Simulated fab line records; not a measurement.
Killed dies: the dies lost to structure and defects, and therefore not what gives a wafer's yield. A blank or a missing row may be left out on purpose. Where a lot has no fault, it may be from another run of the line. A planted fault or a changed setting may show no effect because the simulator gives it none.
fab line records	flow gf180mcu	part 1 of 2: steps 1 to 30 of 39
record lots=5	wafers=15	last-day=34
route steps=602 shown HV_LDD@226 NSD@235 PSD@248 SAB@264
lots with no fault: from the same line, run without faults
start-h: the number of hours between the record's first day and the start of the first shown wafer of the lot	wait-h: hours from the lot's prior step to this one	" the same as in the row above	L1.1+2: several wafers, shown together as one row	- no value, or no start was given	* or withheld: withheld	< > ~ a bound
route shown NAME@n: names a module that has steps shown in the file, with the first one's number in the route	usual: mean/standard deviation of fault-free wafers	same: alike in all rows	chamber/n: place in a boat	sites: readings site by site	_std_site: how widely they spread, as a standard deviation	_edge_site: outer sites' mean less inner sites'	radius-mm: for every site, how far away it sits from the centre of the wafer	mask NAME#n: copy n	behind: tool/chamber where the wafer was last shaped	hold: why the lot went on hold/how many hours it stayed there/how the hold came to an end	device: whichever transistor did not switch (one of n, p or np)	end of line: tests of these same wafers at the route's end	a step without rows: its recipe alone	killed: dies that structure and defects cost at the first sort, which is not the same as the wafer's yield	map: a wafer's dies, marking killed ones x, the rest . and places with no die _
set.NAME: the setting that was run; set.NAME@STEP: the one run at that earlier step	model.NAME: the simulator's own value behind a step, which no gauge read
lots at some steps of the route; a table a step, a row a wafer
services: the hour from which a tool's chamber was out of use, counted from the record's first day as start-h (under 0 if before that day), plus the number of hours and why
## steps
# step GF_HV_LDD_TW_MEAS_50
# usual HV_LDD_4_TW=577/7.7
lot.wafer	tool	chamber	start-h	wait-h	HV_LDD_4_TW
L079.2	film-metro-01	-	312.46	0.1	570
L079.3	"	-	"	"	572
L079.6	"	-	"	"	569
L080.1	film-metro-02	-	321.90	0.1	586
L080.5	"	-	"	"	586
L080.6	"	-	"	"	588
L094.3	film-metro-04	-	442.72	0.1	572
L094.4	"	-	"	"	570
L094.6	"	-	"	"	574
L093.4	film-metro-02	-	445.98	0.1	588
L093.5	"	-	"	"	588
L093.6	"	-	"	"	589
L096.1	film-metro-01	-	462.11	0.1	573
L096.4	"	-	"	"	567
L096.5	"	-	"	"	571
# step GF_HV_LDD_CLEAN_51
# recipe chemistry=SC1/SC2	mix=1:4:20	temp-c=70	time-s=150	dry=n2-spin
# usual bath-heat-duty-pct=14.1/1.8	temp-c=70.01/0.11
lot.wafer	tool	chamber	start-h	wait-h	bath-heat-duty-pct	temp-c
L079.2	wet-bench-02	0	312.51	0.0	14.1	69.99
L079.3	"	0	"	"	13.8	70.14
L079.6	"	0	"	"	13.4	70.09
L080.1	wet-bench-02	2	321.96	0.1	13.0	70.10
L080.5	"	2	"	"	12.2	69.93
L080.6	"	2	"	"	13.7	69.91
L094.3	wet-bench-04	1	442.76	0.0	16.8	70.15
L094.4	"	1	"	"	17.9	70.19
L094.6	"	1	"	"	18.4	70.13
L093.4	wet-bench-02	3	446.01	0.0	13.5	70.13
L093.5	"	3	"	"	13.6	70.20
L093.6	"	3	"	"	13.8	69.95
L096.1	wet-bench-04	3	462.17	0.1	13.6	70.11
L096.4	"	3	"	"	15.4	70.18
L096.5	"	3	"	"	13.9	70.09
# step GF_HV_LDD_RTA_52
# recipe temp-c=1000	time-s=10	ambient=N2
# usual lamp-power-pct=31.2/1.7	wafer_temp_C_max=1005.0/1.7
lot.wafer	tool	chamber	start-h	wait-h	lamp-power-pct	wafer_temp_C_max
L079.2	rtp-anneal-02	0	312.57	0.0	32.6	1002.8
L079.3	"	0	"	"	32.7	1003.1
L079.6	"	0	"	"	32.6	1004.0
L080.1	rtp-anneal-02	0	322.01	0.0	32.7	1003.2
L080.5	"	0	"	"	32.6	1002.5
L080.6	"	0	"	"	32.6	1002.8
L094.3	rtp-anneal-02	0	442.83	0.0	32.7	1003.6
L094.4	"	0	"	"	32.7	1004.0
L094.6	"	0	"	"	32.6	1003.6
L093.4	rtp-anneal-01	0	446.10	0.0	29.2	1007.2
L093.5	"	0	"	"	29.2	1007.6
L093.6	"	0	"	"	29.2	1007.8
L096.1	rtp-anneal-02	0	462.22	0.0	32.6	1004.3
L096.4	"	0	"	"	32.6	1002.9
L096.5	"	0	"	"	32.6	1002.5
# step GF_HV_LDD_RS_MEAS_53
# recipe thk-meas-gauge=four-point-probe
# usual HV_LDD_RS=418.6/0.93
lot.wafer	tool	chamber	start-h	wait-h	HV_LDD_RS[ohm/sq]
L079.2	film-metro-04	-	312.65	0.1	419.4
L079.3	"	-	"	"	420.3
L079.6	"	-	"	"	419.0
L080.1	film-metro-02	-	322.07	0.1	418.0
L080.5	"	-	"	"	419.3
L080.6	"	-	"	"	418.9
L094.3	film-metro-04	-	442.92	0.1	417.6
L094.4	"	-	"	"	418.7
L094.6	"	-	"	"	418.7
L093.4	film-metro-04	-	446.19	0.1	417.1
L093.5	"	-	"	"	418.1
L093.6	"	-	"	"	418.1
L096.1	film-metro-01	-	462.28	0.1	417.7
L096.4	"	-	"	"	418.4
L096.5	"	-	"	"	417.2
# step GF_HV_LDD_CVD_54
# recipe material=SiO2	target-thk-nm=10	precursor=TEOS	temp-c=680	time-s=75	pressure-mtorr=400
# usual spike-tc-bottom-C=697/4.5
lot.wafer	tool	chamber	start-h	wait-h	spike-tc-bottom-C
L079.2	lpcvd-01	0	312.75	0.1	692
L079.3	"	0	"	"	692
L079.6	"	0	"	"	691
L080.1	lpcvd-02	1	322.19	0.1	696
L080.5	"	1	"	"	697
L080.6	"	1	"	"	695
L094.3	lpcvd-01	0	443.00	0.1	693
L094.4	"	0	"	"	693
L094.6	"	0	"	"	692
L093.4	lpcvd-01	1	446.25	0.0	706
L093.5	"	1	"	"	706
L093.6	"	1	"	"	703
L096.1	lpcvd-02	0	462.40	0.1	700
L096.4	"	0	"	"	697
L096.5	"	0	"	"	699
# step GF_HV_LDD_THK_MEAS_55
# recipe reads=SiO2_of_HV_LDD_CVD_54
# usual HV_LDD_CVD_54_THK=10.11/0.14
lot.wafer	tool	chamber	start-h	wait-h	HV_LDD_CVD_54_THK[nm]
L079.2	film-metro-04	-	313.78	0.0	10.13
L079.3	"	-	"	"	10.19
L079.6	"	-	"	"	10.06
L080.1	film-metro-04	-	323.22	0.0	10.07
L080.5	"	-	"	"	10.04
L080.6	"	-	"	"	10.08
L094.3	film-metro-04	-	444.55	0.0	10.18
L094.4	"	-	"	"	10.07
L094.6	"	-	"	"	10.08
L093.4	film-metro-01	-	447.30	0.0	10.09
L093.5	"	-	"	"	10.02
L093.6	"	-	"	"	10.08
L096.1	film-metro-01	-	463.42	0.0	10.16
L096.4	"	-	"	"	10.14
L096.5	"	-	"	"	10.26
# step GF_HV_LDD_CVD_56
# recipe material=Si3N4	precursor=DCS/NH3	target-thk-nm=90	temp-c=770	time-s=1543	pressure-mtorr=250
# usual spike-tc-bottom-C=786/3.8
lot.wafer	tool	chamber	start-h	wait-h	spike-tc-bottom-C
L079.2	lpcvd-02	1	313.83	0.0	784
L079.3	"	1	"	"	784
L079.6	"	1	"	"	785
L080.1	lpcvd-02	1	323.28	0.1	785
L080.5	"	1	"	"	784
L080.6	"	1	"	"	785
L094.3	lpcvd-02	0	444.59	0.0	786
L094.4	"	0	"	"	788
L094.6	"	0	"	"	787
L093.4	lpcvd-02	1	447.33	0.0	783
L093.5	"	1	"	"	784
L093.6	"	1	"	"	785
L096.1	lpcvd-02	0	463.48	0.1	787
L096.4	"	0	"	"	788
L096.5	"	0	"	"	786
# step GF_HV_LDD_THK_MEAS_57
# recipe reads=Si3N4_of_HV_LDD_CVD_56
# usual HV_LDD_CVD_56_THK=90.5/0.99
lot.wafer	tool	chamber	start-h	wait-h	HV_LDD_CVD_56_THK[nm]
L079.2	film-metro-02	-	315.27	0.0	90.5
L079.3	"	-	"	"	89.8
L079.6	"	-	"	"	90.4
L080.1	film-metro-01	-	324.70	0.0	91.2
L080.5	"	-	"	"	89.9
L080.6	"	-	"	"	89.6
L094.3	film-metro-02	-	446.75	0.0	90.3
L094.4	"	-	"	"	90.4
L094.6	"	-	"	"	90.3
L093.4	film-metro-02	-	449.51	0.0	90.0
L093.5	"	-	"	"	90.4
L093.6	"	-	"	"	89.9
L096.1	film-metro-01	-	464.91	0.0	89.8
L096.4	"	-	"	"	90.3
L096.5	"	-	"	"	90.0
# step GF_HV_LDD_ETCHBACK_58
# recipe chemistry=CH3F/O2	target=Si3N4	stop-on=SiO2	source-w=400	bias-w=80	pressure-mtorr=25	ch3f-flow-sccm=40	O2_flow_sccm=30	time-s=100	target-depth-a=900
# usual drypump-motor-current-A=5.5/0.52	oes-product-au=0.845/0.0072	throttle-valve-pct=10.562/0.0093
lot.wafer	tool	chamber	start-h	wait-h	drypump-motor-current-A	oes-product-au	rf-hours-counter-h	throttle-valve-pct
L079.2	rie-diel-04	0	315.32	0.0	5.1	0.848	1	10.559
L079.3	"	1	"	"	6.5	0.834	113	10.557
L079.6	"	2	"	"	4.8	0.838	-	10.557
L080.1	rie-diel-03	0	324.76	0.1	6.6	0.847	21	10.567
L080.5	"	3	"	"	4.9	0.843	-	10.566
L080.6	"	2	"	"	5.4	0.833	-	10.567
L094.3	rie-diel-04	3	446.79	0.0	5.3	0.844	25	10.556
L094.4	"	1	"	"	6.4	0.847	1	10.558
L094.6	"	3	"	"	5.2	0.841	-	10.579
L093.4	rie-diel-03	1	449.54	0.0	5.3	0.829	15	10.542
L093.5	"	2	"	"	5.4	0.841	-	10.566
L093.6	"	3	"	"	4.9	0.848	-	10.575
L096.1	rie-diel-02	2	464.97	0.1	5.3	0.837	96	10.544
L096.4	"	0	"	"	5.8	0.847	4	10.576
L096.5	"	2	"	"	5.3	0.839	-	10.538
# step GF_NSD_DEHYDRATE_00
# recipe temp-c=200	time-s=60
lot.wafer	tool	chamber	start-h	wait-h
L079.2+3+6	litho-track-01	0	325.67	10.3
L080.1+5+6	litho-track-01	0	334.84	10.0
L094.3+4+6	litho-track-04	0	458.81	12.0
L093.4+5+6	litho-track-01	0	460.82	11.2
L096.1+4+5	litho-track-02	0	477.29	12.3
# step GF_NSD_HMDS_01
# recipe prime-time-s=60	prime-temp-c=120
# same prime-time-s=60
lot.wafer	tool	chamber	start-h	wait-h
L079.2+3+6	litho-track-01	0	325.82	0.1
L080.1+5+6	litho-track-01	0	334.99	0.1
L094.3+4+6	litho-track-04	0	458.96	0.1
L093.4+5+6	litho-track-01	0	460.97	0.1
L096.1+4+5	litho-track-02	0	477.44	0.1
# step GF_NSD_COAT_02
# recipe resist=NOVOLAK	spin-rpm=3000	resist-thk-nm=1000
lot.wafer	tool	chamber	start-h	wait-h
L079.2+3+6	litho-track-01	0	325.97	0.1
L080.1+5+6	litho-track-01	0	335.14	0.1
L094.3+4+6	litho-track-04	0	459.11	0.1
L093.4+5+6	litho-track-01	0	461.12	0.1
L096.1+4+5	litho-track-02	0	477.59	0.1
# step GF_NSD_SOFTBAKE_03
# recipe temp-c=90	time-s=60	resist=NOVOLAK
lot.wafer	tool	chamber	start-h	wait-h
L079.2+3+6	litho-track-01	0	326.12	0.1
L080.1+5+6	litho-track-01	0	335.29	0.1
L094.3+4+6	litho-track-04	0	459.26	0.1
L093.4+5+6	litho-track-01	0	461.27	0.1
L096.1+4+5	litho-track-02	0	477.74	0.1
# step GF_NSD_EXPOSE_04
# recipe mask-id=Nplus	target-cd-nm=400	na=0.6	source-shape=conventional	sigma-outer=0.6	dose-mj=140
# usual stage-vel-mm-s=500.04/0.25
# same na=0.6
lot.wafer	tool	chamber	start-h	wait-h	mask	stage-vel-mm-s
L079.2	iline-stepper-01	0	-	-	Nplus#0	500.19
L079.3	"	0	"	"	Nplus#0	500.11
L079.6	"	0	"	"	Nplus#0	499.86
L080.1	iline-stepper-02	0	-	-	Nplus#0	500.29
L080.5	"	0	"	"	Nplus#0	500.02
L080.6	"	0	"	"	Nplus#0	499.87
L094.3	iline-stepper-01	0	-	-	Nplus#0	500.17
L094.4	"	0	"	"	Nplus#0	499.96
L094.6	"	0	"	"	Nplus#0	500.14
L093.4	iline-stepper-01	0	-	-	Nplus#0	500.24
L093.5	"	0	"	"	Nplus#0	499.94
L093.6	"	0	"	"	Nplus#0	500.33
L096.1	iline-stepper-02	0	-	-	Nplus#0	499.65
L096.4	"	0	"	"	Nplus#0	499.84
L096.5	"	0	"	"	Nplus#0	499.80
# step GF_NSD_PEB_05
# recipe temp-c=withheld	time-s=*	resist=NOVOLAK
lot.wafer	tool	chamber	start-h	wait-h
L079.2+3+6	litho-track-04	0	-	-
L080.1+5+6	litho-track-04	0	-	-
L094.3+4+6	litho-track-02	0	-	-
L093.4+5+6	litho-track-02	0	-	-
L096.1+4+5	litho-track-04	0	-	-
# step GF_NSD_DEVELOP_06
# recipe develop-time-s=60	dev-temp-c=23
lot.wafer	tool	chamber	start-h	wait-h
L079.2+3+6	litho-track-04	0	336.44	0.1
L080.1+5+6	litho-track-04	0	345.81	0.1
L094.3+4+6	litho-track-02	0	471.09	0.1
L093.4+5+6	litho-track-02	0	472.97	0.1
L096.1+4+5	litho-track-04	0	489.41	0.1
# step GF_NSD_CD_MEAS_07
# recipe target-cd-nm=400
# usual cd-nm=400.0/1.9
lot.wafer	tool	chamber	start-h	wait-h	cd-nm
L079.2	cd-sem-01	-	336.58	0.1	400.1
L079.3	"	-	"	"	399.5
L079.6	"	-	"	"	397.9
L080.1	cd-sem-02	-	345.96	0.1	397.3
L080.5	"	-	"	"	399.0
L080.6	"	-	"	"	398.9
L094.3	cd-sem-02	-	471.23	0.1	401.7
L094.4	"	-	"	"	401.9
L094.6	"	-	"	"	403.2
L093.4	cd-sem-01	-	473.10	0.1	397.8
L093.5	"	-	"	"	398.2
L093.6	"	-	"	"	396.9
L096.1	cd-sem-01	-	489.56	0.1	400.4
L096.4	"	-	"	"	401.4
L096.5	"	-	"	"	402.1
# step GF_NSD_OVL_MEAS_08
# usual NSD_OVL=1.0/1.3
lot.wafer	tool	chamber	start-h	wait-h	NSD_OVL[nm]
L079.2	overlay-02	-	336.69	0.1	-0.5
L079.3	"	-	"	"	-0.5
L079.6	"	-	"	"	-2.3
L080.1	overlay-02	-	346.08	0.1	0.5
L080.5	"	-	"	"	-1.2
L080.6	"	-	"	"	2.6
L094.3	overlay-01	-	471.33	0.1	1.0
L094.4	"	-	"	"	1.4
L094.6	"	-	"	"	1.0
L093.4	overlay-01	-	473.18	0.1	-0.9
L093.5	"	-	"	"	-0.3
L093.6	"	-	"	"	0.3
L096.1	overlay-02	-	489.68	0.1	-0.5
L096.4	"	-	"	"	1.2
L096.5	"	-	"	"	1.0
# step GF_NSD_IMPLANT_09
# recipe species=As	energy-kev=60	dose-cm2=4e+15	tilt-deg=7
# usual beam-on-s=19.1/1.1	tilt-deg=7.002/0.022
# same implant-ion-amu=75
lot.wafer	tool	chamber	start-h	wait-h	beam-on-s	tilt-deg
L079.2	implanter-04	0	336.74	0.0	19.9	7.001
L079.3	"	0	"	"	19.0	7.001
L079.6	"	0	"	"	21.0	6.992
L080.1	implanter-03	0	346.12	0.0	19.4	6.978
L080.5	"	0	"	"	19.7	6.998
L080.6	"	0	"	"	20.0	6.975
L094.3	implanter-04	0	471.40	0.1	20.4	6.980
L094.4	"	0	"	"	20.0	6.965
L094.6	"	0	"	"	20.1	6.965
L093.4	implanter-02	0	473.28	0.1	17.6	7.008
L093.5	"	0	"	"	18.0	7.012
L093.6	"	0	"	"	18.3	7.020
L096.1	implanter-02	0	489.72	0.0	18.7	7.001
L096.4	"	0	"	"	18.0	7.014
L096.5	"	0	"	"	17.9	7.018
# step GF_NSD_IMPLANT_10
# recipe species=P	energy-kev=40	dose-cm2=5e+14	tilt-deg=7
# usual beam-on-s=9.97/0.2	tilt-deg=6.998/0.018
# same implant-ion-amu=31
lot.wafer	tool	chamber	start-h	wait-h	beam-on-s	tilt-deg
L079.2	implanter-04	0	336.89	0.1	10.37	7.004
L079.3	"	0	"	"	9.78	7.003
L079.6	"	0	"	"	9.83	7.021
L080.1	implanter-03	0	346.27	0.1	10.06	7.017
L080.5	"	0	"	"	9.88	7.027
L080.6	"	0	"	"	9.95	7.008
L094.3	implanter-04	0	471.55	0.1	10.03	6.991
L094.4	"	0	"	"	9.83	6.970
L094.6	"	0	"	"	10.25	7.019
L093.4	implanter-02	0	473.43	0.1	9.66	7.019
L093.5	"	0	"	"	9.79	7.006
L093.6	"	0	"	"	10.14	7.038
L096.1	implanter-02	0	489.87	0.1	9.82	7.002
L096.4	"	0	"	"	10.08	6.991
L096.5	"	0	"	"	9.81	6.999
# step GF_NSD_STRIP_11
# recipe chemistry=O2/N2	power-w=1400	pressure-mtorr=1500	platen-temp-c=250	o2-flow-sccm=3000	n2-flow-sccm=300	overash-fraction=0.5
# usual drypump-motor-current-A=5.8/0.41	heater-power-w=346/35	n2-flow-sccm=300.1/1	oes-product-au=0.487/0.0046	strip-time-to-endpoint-s=22.97/0.035
# same overash-fraction=0.5
lot.wafer	tool	chamber	start-h	wait-h	drypump-motor-current-A	heater-power-w	n2-flow-sccm	oes-product-au	rf-hours-counter-h	strip-time-to-endpoint-s
L079.2	plasma-asher-04	0	337.02	0.1	6.1	306	300.1	0.475	52	22.93
L079.3	"	1	"	"	5.6	400	299.8	0.484	-	23.01
L079.6	"	0	"	"	6.1	308	299.5	0.479	-	22.97
L080.1	plasma-asher-04	0	346.42	0.1	6.1	298	302.1	0.486	53	22.94
L080.5	"	0	"	"	6.1	304	300.8	0.489	-	23.01
L080.6	"	1	"	"	5.6	391	299.9	0.489	-	22.94
L094.3	plasma-asher-04	1	471.68	0.1	5.6	397	301.1	0.490	-	22.93
L094.4	"	0	"	"	6.1	309	301.8	0.485	-	22.91
L094.6	"	0	"	"	6.1	309	300.0	0.490	-	22.89
L093.4	plasma-asher-01	1	473.53	0.1	5.6	392	301.7	0.494	-	23.00
L093.5	"	1	"	"	5.6	394	298.4	0.477	-	23.01
L093.6	"	0	"	"	6.7	326	301.1	0.484	-	22.99
L096.1	plasma-asher-02	0	490.02	0.1	5.6	338	299.6	0.484	88	22.95
L096.4	"	0	"	"	5.6	334	298.3	0.485	-	22.96
L096.5	"	1	"	"	5.4	320	302.2	0.482	-	22.95
# step GF_NSD_TW_MEAS_12
# usual NSD_TW=4279/60
lot.wafer	tool	chamber	start-h	wait-h	NSD_TW
L079.2	film-metro-02	-	337.13	0.1	4384
L079.3	"	-	"	"	4369
L079.6	"	-	"	"	4359
L080.1	film-metro-03	-	346.52	0.1	4245
L080.5	"	-	"	"	4242
L080.6	"	-	"	"	4244
L094.3	film-metro-04	-	471.77	0.1	4283
L094.4	"	-	"	"	4270
L094.6	"	-	"	"	4252
L093.4	film-metro-03	-	473.63	0.1	4238
L093.5	"	-	"	"	4245
L093.6	"	-	"	"	4258
L096.1	film-metro-03	-	490.12	0.1	4231
L096.4	"	-	"	"	4247
L096.5	"	-	"	"	4218
# step GF_PSD_DEHYDRATE_00
# recipe temp-c=200	time-s=60
lot.wafer	tool	chamber	start-h	wait-h
L079.2+3+6	litho-track-03	0	347.54	10.4
L080.1+5+6	litho-track-01	0	357.09	10.6
L094.3+4+6	litho-track-01	0	483.49	11.7
L093.4+5+6	litho-track-04	0	485.49	11.8
L096.1+4+5	litho-track-01	0	501.29	11.2
# step GF_PSD_HMDS_01
# recipe prime-time-s=60	prime-temp-c=120
# same prime-time-s=60
lot.wafer	tool	chamber	start-h	wait-h
L079.2+3+6	litho-track-03	0	347.69	0.1
L080.1+5+6	litho-track-01	0	357.24	0.1
L094.3+4+6	litho-track-01	0	483.64	0.1
L093.4+5+6	litho-track-04	0	485.64	0.1
L096.1+4+5	litho-track-01	0	501.44	0.1
# step GF_PSD_COAT_02
# recipe resist=NOVOLAK	spin-rpm=3000	resist-thk-nm=1000
lot.wafer	tool	chamber	start-h	wait-h
L079.2+3+6	litho-track-03	0	347.84	0.1
L080.1+5+6	litho-track-01	0	357.39	0.1
L094.3+4+6	litho-track-01	0	483.79	0.1
L093.4+5+6	litho-track-04	0	485.79	0.1
L096.1+4+5	litho-track-01	0	501.59	0.1
# step GF_PSD_SOFTBAKE_03
# recipe temp-c=90	time-s=60	resist=NOVOLAK
lot.wafer	tool	chamber	start-h	wait-h
L079.2+3+6	litho-track-03	0	347.99	0.1
L080.1+5+6	litho-track-01	0	357.54	0.1
L094.3+4+6	litho-track-01	0	483.94	0.1
L093.4+5+6	litho-track-04	0	485.94	0.1
L096.1+4+5	litho-track-01	0	501.74	0.1
# step GF_PSD_EXPOSE_04
# recipe mask-id=Pplus	target-cd-nm=400	na=0.6	source-shape=conventional	sigma-outer=0.6	dose-mj=140
# usual stage-vel-mm-s=499.97/0.24
# same na=0.6
lot.wafer	tool	chamber	start-h	wait-h	mask	stage-vel-mm-s
L079.2	iline-stepper-01	0	-	-	Pplus#0	500.36
L079.3	"	0	"	"	Pplus#0	499.90
L079.6	"	0	"	"	Pplus#0	500.17
L080.1	iline-stepper-01	0	-	-	Pplus#0	499.96
L080.5	"	0	"	"	Pplus#0	499.98
L080.6	"	0	"	"	Pplus#0	499.69
L094.3	iline-stepper-02	0	-	-	Pplus#0	500.23
L094.4	"	0	"	"	Pplus#0	500.36
L094.6	"	0	"	"	Pplus#0	499.62
L093.4	iline-stepper-02	0	-	-	Pplus#0	499.62
L093.5	"	0	"	"	Pplus#0	499.79
L093.6	"	0	"	"	Pplus#0	499.86
L096.1	iline-stepper-02	0	-	-	Pplus#0	499.69
L096.4	"	0	"	"	Pplus#0	499.80
L096.5	"	0	"	"	Pplus#0	499.90
# step GF_PSD_PEB_05
# recipe temp-c=withheld	time-s=*	resist=NOVOLAK
lot.wafer	tool	chamber	start-h	wait-h
L079.2+3+6	litho-track-04	0	-	-
L080.1+5+6	litho-track-01	0	-	-
L094.3+4+6	litho-track-03	0	-	-
L093.4+5+6	litho-track-04	0	-	-
L096.1+4+5	litho-track-04	0	-	-
# step GF_PSD_DEVELOP_06
# recipe develop-time-s=60	dev-temp-c=23
lot.wafer	tool	chamber	start-h	wait-h
L079.2+3+6	litho-track-04	0	358.69	0.1
L080.1+5+6	litho-track-01	0	368.39	0.1
L094.3+4+6	litho-track-03	0	495.46	0.1
L093.4+5+6	litho-track-04	0	496.89	0.1
L096.1+4+5	litho-track-04	0	513.16	0.1
# step GF_PSD_CD_MEAS_07
# recipe target-cd-nm=400
# usual cd-nm=401.0/2.5
lot.wafer	tool	chamber	start-h	wait-h	cd-nm
L079.2	cd-sem-02	-	358.83	0.1	396.8
L079.3	"	-	"	"	396.7
L079.6	"	-	"	"	397.6
L080.1	cd-sem-02	-	368.54	0.1	401.2
L080.5	"	-	"	"	401.0
L080.6	"	-	"	"	399.8
L094.3	cd-sem-01	-	495.60	0.1	401.9
L094.4	"	-	"	"	400.2
L094.6	"	-	"	"	400.7
L093.4	cd-sem-01	-	497.07	0.2	400.9
L093.5	"	-	"	"	397.8
L093.6	"	-	"	"	399.7
L096.1	cd-sem-01	-	513.31	0.1	406.0
L096.4	"	-	"	"	406.7
L096.5	"	-	"	"	403.7
